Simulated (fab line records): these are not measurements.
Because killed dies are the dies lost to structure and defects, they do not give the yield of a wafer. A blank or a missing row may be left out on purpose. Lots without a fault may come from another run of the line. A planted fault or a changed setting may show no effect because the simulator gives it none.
Which tool is to blame? -- flow gf180mcu -- Sampling: 7 lots, 21 wafers, 2 of 602 route steps

## WHAT THE GAUGES READ, wafer by wafer
GF_NWELL_TW_MEAS_11.
lot,measured,on,NWELL_TW
L289,day 3 19:29,film-metro-04,1571 1567 1577
L291,day 4 05:19,film-metro-01,1560 1560 1554
L294,day 4 21:49,film-metro-04,1567 1562 1561
L296,day 5 09:28,film-metro-01,1556 1561 1557
L299,day 6 03:41,film-metro-01,1914 1902 1896 1897 1906 1905
L305,day 7 12:11,film-metro-03,1926 1936 1934 1936 1936 1942
L308,day 8 03:21,film-metro-03,1910 1928 1919 1928 1918 1937

## TOOL THAT RAN EACH LOT (tool first, then ch and the chambers of the sampled wafers, then the start)
lot,GF_NWELL_IMPLANT_08
L289,"implanter-01 ch 0, day 3 19:07"
L291,"implanter-03 ch 0, day 4 04:55"
L294,"implanter-03 ch 0, day 4 21:25"
L296,"implanter-03 ch 0, day 5 09:04"
L299,"implanter-01 ch 0, day 6 02:57"
L305,"implanter-02 ch 0, day 7 11:30"
L308,"implanter-01 ch 0, day 8 02:40"
- GF_NWELL_IMPLANT_08

## THE ANSWER, worked out from the rows above alone
Rule: what is usual is taken from the lots themselves. The widest of any qualifying gaps counts: lots, ordered by their means at a reading, are off when they make up no more than a third of the lots, leave a main group of 4 or more, and stand apart from it by 3 or more times the standard deviation of that group's means. The tables above print the reading to a certain number of digits; a main group whose means all agree to those digits is not used. Also off: a lot with no number at a reading for which 4 or more lots have one. All remaining lots with rows at the step are treated as sound.
None of the lots is off at any reading shown; this tells nothing.

## WHAT WAS PUT IN BY THE SIMULATOR
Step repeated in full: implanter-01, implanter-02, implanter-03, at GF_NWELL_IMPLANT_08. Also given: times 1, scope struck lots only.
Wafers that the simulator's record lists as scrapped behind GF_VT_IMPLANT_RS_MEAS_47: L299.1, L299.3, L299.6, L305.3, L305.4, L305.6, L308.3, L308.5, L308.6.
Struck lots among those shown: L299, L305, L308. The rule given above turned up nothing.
